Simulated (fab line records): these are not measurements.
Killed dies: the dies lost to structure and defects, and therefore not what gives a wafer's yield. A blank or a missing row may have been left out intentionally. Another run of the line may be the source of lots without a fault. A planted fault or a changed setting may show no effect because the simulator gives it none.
Which tool did it? ; flow sky130 ; 15 lots (45 wafers sampled), 1 step of a 708-step route

## WHAT EACH GAUGE READ, for each wafer
SKY_VIA2_OVL_MEAS_13. Usual: VIA2_OVL 5 nm, standard deviation 6.5.
lot;measured;on;VIA2_OVL (nm);flag
L380;day 36 16:20;overlay-01;-5 12 4;
L381;day 37 02:56;overlay-01;1 5 6;
L382;day 37 09:59;overlay-02;-8 3 -1;
L385;day 38 14:26;overlay-01;7 4 11;
L386;day 39 02:55;overlay-02;5 5 0;
L387;day 39 08:10;overlay-01;0 -2 -6;
L388;day 40 03:46;overlay-01;6 7 3;
L389;day 40 09:32;overlay-01;12 1 9;
L390;day 40 11:53;overlay-02;14 15 8;
L392;day 40 14:46;overlay-02;6 0 5;
L391;day 40 15:15;overlay-02;4 13 13;
L393;day 41 02:40;overlay-01;11 3 -1;
L394;day 41 05:31;overlay-02;4 4 7;
L395;day 41 14:50;overlay-01;7 14 2;
L396;day 41 15:07;overlay-02;8 8 14;

## TOOL THAT RAN EACH LOT (tool first, then ch and the chambers of the sampled wafers, then the start)
There is no process step in the record ahead of these readings.

## WHAT THE TOOLS THEMSELVES READ (means of the sampled wafers that have a number; where no wafer has one, the mark that the record gives instead)
The record holds no such reading with a usual standard deviation.

## THE ANSWER, worked out from the rows above alone
Rule: take the mean of a lot's wafers that have a number; if it is more than 3 standard deviations from the usual mean, the lot is off. A lot without any number at a reading at which 4 lots or more have one is off too. All remaining lots with rows at the step are treated as sound. The gauges are gone through in route order, then the tools' own readings, and for those a lot's mean is taken as printed above. The first step at which some lot is off is used, and at that step the reading that is off furthest; a lot without a number counts as furthest.
Nothing can be told from this: no lot is off at any reading shown.

## WHAT THE SIMULATOR HAD PUT IN
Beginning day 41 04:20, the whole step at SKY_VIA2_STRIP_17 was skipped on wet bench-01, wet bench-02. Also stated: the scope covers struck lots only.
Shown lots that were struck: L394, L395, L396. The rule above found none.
